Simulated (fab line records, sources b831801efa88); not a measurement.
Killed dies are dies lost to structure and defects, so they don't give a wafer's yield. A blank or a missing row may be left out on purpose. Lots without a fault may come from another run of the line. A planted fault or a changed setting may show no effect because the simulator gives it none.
Which tool did it? | flow sky130 | 12 lots, 36 wafers sampled, at 4 steps of a route of 708

WHAT THE GAUGES READ, wafer by wafer
SKY_NWELL_OVL_MEAS_23.
lot  | measured     | on         | NWELL_01_OVL (nm)
L852 | day 5 17:38  | overlay-02 | 0.3 0.7 1.1
L853 | day 6 09:22  | overlay-02 | -1.1 -1.7 -2.6
L854 | day 6 08:46  | overlay-01 | 0.3 0.1 -0.1
L855 | day 6 16:11  | overlay-02 | -0.6 -1.7 -1.9
L858 | day 7 08:49  | overlay-02 | -2.8 -3.6 -3.9
L859 | day 7 14:03  | overlay-02 | 95.0 95.0 95.4
L861 | day 8 01:25  | overlay-02 | 94.8 94.5 93.6
L862 | day 8 02:32  | overlay-01 | 91.9 92.3 93.6
L863 | day 8 11:05  | overlay-01 | 1.1 0.7 -0.9
L866 | day 9 08:56  | overlay-02 | 94.0 95.8 95.0
L869 | day 10 05:08 | overlay-02 | -2.2 -0.9 -2.6
L872 | day 10 19:38 | overlay-02 | -3.0 -1.8 -2.0

WHICH TOOL RAN EACH LOT (tool, then ch and the chambers of the sampled wafers, then the start)
lot  | SKY_FIELD_ISO_ETCH_14             | SKY_PWDE_STRIP_09                   | SKY_NWELL_EXPOSE_20
L852 | rie_diel-02 ch 2,3, day 2 13:37   | plasma_asher-01 ch 0,1, day 4 05:37 | iline_stepper-02 ch 0, day 5 08:42
L853 | rie_diel-01 ch 1,2,3, day 2 19:49 | plasma_asher-01 ch 0,1, day 4 19:13 | iline_stepper-02 ch 0, day 6 00:41
L854 | rie_diel-04 ch 1,3, day 2 23:16   | plasma_asher-02 ch 0,1, day 4 18:52 | iline_stepper-02 ch 0, day 6 00:01
L855 | rie_diel-04 ch 0,2,3, day 3 03:21 | plasma_asher-02 ch 0,1, day 5 01:47 | iline_stepper-01 ch 0, day 6 06:58
L858 | rie_diel-02 ch 1,3, day 3 22:18   | plasma_asher-04 ch 0, day 5 19:04   | iline_stepper-01 ch 0, day 7 00:22
L859 | rie_diel-04 ch 0,2, day 4 00:16   | plasma_asher-01 ch 0,1, day 6 00:11 | iline_stepper-01 ch 0, day 7 04:50
L861 | rie_diel-04 ch 0,2,3, day 4 10:40 | plasma_asher-02 ch 0,1, day 6 09:00 | iline_stepper-01 ch 0, day 7 15:16
L862 | rie_diel-02 ch 0,1, day 4 17:10   | plasma_asher-01 ch 0,1, day 6 11:58 | iline_stepper-01 ch 0, day 7 16:12
L863 | rie_diel-04 ch 0,1,2, day 4 21:37 | plasma_asher-04 ch 0,1, day 6 18:10 | iline_stepper-02 ch 0, day 8 00:29
L866 | rie_diel-04 ch 1,3, day 5 14:37   | plasma_asher-02 ch 0,1, day 7 15:27 | iline_stepper-01 ch 0, day 8 23:34
L869 | rie_diel-02 ch 0,3, day 6 01:55   | plasma_asher-02 ch 0,1, day 8 09:49 | iline_stepper-02 ch 0, day 9 17:35
L872 | rie_diel-04 ch 0,2,3, day 6 18:46 | plasma_asher-02 ch 0,1, day 8 21:46 | iline_stepper-02 ch 0, day 10 07:32
- SKY_FIELD_ISO_ETCH_14: etches BARC in N2/H2, stops on SiO2, time 45.9 s, target depth 60 nm.
- SKY_PWDE_STRIP_09: strips in O2/N2.
- SKY_NWELL_EXPOSE_20: exposes mask NWM COMPLEMENT, target cd 840 nm.

WHAT THE TOOLS THEMSELVES READ (means of the sampled wafers that have a number; where no wafer has one, the mark that the record gives instead)
SKY_FIELD_ISO_ETCH_14.
lot  | tool        | drypump_motor_current_A (A) | oes_product_au (a.u.) | throttle_valve_pct (%)
L852 | rie_diel-02 | 6.0                         | 0.856                 | 13.224
L853 | rie_diel-01 | 5.5                         | 0.853                 | 13.232
L854 | rie_diel-04 | 5.3                         | 0.856                 | 13.221
L855 | rie_diel-04 | 5.6                         | 0.851                 | 13.224
L858 | rie_diel-02 | 5.6                         | 0.851                 | 13.225
L859 | rie_diel-04 | 5.6                         | 0.853                 | 13.225
L861 | rie_diel-04 | 5.5                         | 0.858                 | 13.222
L862 | rie_diel-02 | 5.9                         | 0.854                 | 13.221
L863 | rie_diel-04 | 5.4                         | 0.856                 | 13.221
L866 | rie_diel-04 | 5.2                         | 0.856                 | 13.223
L869 | rie_diel-02 | 6.3                         | 0.854                 | 13.225
L872 | rie_diel-04 | 5.6                         | 0.856                 | 13.227

SKY_PWDE_STRIP_09.
lot  | tool            | drypump_motor_current_A (A) | o2_flow_sccm (sccm) | oes_product_au (a.u.) | strip_time_to_endpoint_s (s)
L852 | plasma_asher-01 | 5.4                         | 2992                | 0.723                 | 36.94
L853 | plasma_asher-01 | 5.4                         | 2996                | 0.718                 | 36.97
L854 | plasma_asher-02 | 5.9                         | 2999                | 0.723                 | 37.06
L855 | plasma_asher-02 | 5.9                         | 3003                | 0.724                 | 37.01
L858 | plasma_asher-04 | 5.6                         | 2995                | 0.724                 | 36.96
L859 | plasma_asher-01 | 5.4                         | 2995                | 0.725                 | 36.92
L861 | plasma_asher-02 | 5.9                         | 2997                | 0.721                 | 37.03
L862 | plasma_asher-01 | 5.4                         | 2997                | 0.721                 | 36.96
L863 | plasma_asher-04 | 5.1                         | 2999                | 0.723                 | 36.94
L866 | plasma_asher-02 | 5.9                         | 2991                | 0.718                 | 37.14
L869 | plasma_asher-02 | 5.9                         | 2997                | 0.723                 | 37.02
L872 | plasma_asher-02 | 6.0                         | 3007                | 0.724                 | 36.93

THE ANSWER, worked out from the rows above alone
Rule: what is usual is taken from the lots themselves. Put in order of their means at a reading, lots are off if they are a third of the lots or fewer, leave a main group of 4 or more, and stand apart from it by a gap of 3 or more times the standard deviation of the main group's means; of several such gaps the widest counts. A main group whose means are all the same, to the digits that the tables above print for the reading, isn't used. A lot without any number at a reading at which 4 lots or more have one is off too. The other lots that the step has rows for count as sound. The gauges are gone through in route order, then the tools' own readings, and for those a lot's mean is taken as printed above. The first step at which some lot is off is used, and at that step the reading that is off furthest; a lot without a number counts as furthest.
Off: L859, L861, L862, L866, at SKY_NWELL_OVL_MEAS_23 (NWELL_01_OVL). The main group: mean -1.2 nm, standard deviation 1.3.
A tool fits if, at a process step before that reading, it ran every lot that is off, and no sound lot after the first of them. The gauges at SKY_NWELL_OVL_MEAS_23 are tried like those tools. One fits: iline_stepper-01 at SKY_NWELL_EXPOSE_20. Its last sound lot is L858 (day 7 00:22), its first lot that is off L859 (day 7 04:50): a fault that began between those two fits.

WHAT THE SIMULATOR HAD PUT IN
Scanner matching overlay: iline_stepper-01, from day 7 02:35 on, at SKY_NWELL_EXPOSE_20. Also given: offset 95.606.
Lots struck among those shown: L859, L861, L862, L866. The rule above found the same.
